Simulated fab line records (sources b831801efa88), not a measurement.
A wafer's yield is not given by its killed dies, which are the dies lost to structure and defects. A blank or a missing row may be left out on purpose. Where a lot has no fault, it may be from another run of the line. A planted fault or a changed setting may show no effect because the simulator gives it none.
The tool behind it: which one? -- flow gf180mcu -- 36 wafers sampled from 12 lots at 1 step of a route of 602

## WHAT THE GAUGES READ, wafer by wafer
GF_MVPSD_OVL_MEAS_07.
lot,measured,on,MVPSD_OVL (nm)
L075,day 5 05:04,overlay-01,1.6 1.8 2.9
L077,day 5 17:46,overlay-01,1.8 1.8 1.0
L079,day 6 06:36,overlay-01,1.7 0.8 1.7
L081,day 6 19:16,overlay-02,3.2 3.0 2.4
L083,day 7 05:22,overlay-01,2.1 2.5 2.3
L085,day 7 18:19,overlay-02,2.1 2.0 2.5
L087,day 8 06:10,overlay-01,0.8 1.2 0.8
L089,day 8 18:54,overlay-02,5.4 4.1 4.8
L091,day 9 05:40,overlay-01,-0.5 -0.7 -0.9
L093,day 9 19:00,overlay-01,0.1 1.4 2.4
L095,day 10 05:54,overlay-01,2.5 2.1 1.2
L097,day 11 01:12,overlay-02,3.5 2.6 1.7

## EACH LOT AND THE TOOL THAT RAN IT (in order: tool; ch and the chambers of the sampled wafers; start)
The record holds no process step before these readings.

## THE ANSWER, worked out from the rows above alone
Rule: the lots themselves supply what counts as usual. The widest of any qualifying gaps counts: lots, ordered by their means at a reading, are off when they make up no more than a third of the lots, leave a main group of 4 or more, and stand apart from it by 3 or more times the standard deviation of that group's means. The tables above print the reading to a certain number of digits; a main group whose means all agree to those digits is not used. A lot without any number at a reading at which 4 lots or more have one is off too. The other lots that the step has rows for count as sound.
Nothing can be told from this: no lot is off at any reading shown.

## WHAT WAS PUT IN BY THE SIMULATOR
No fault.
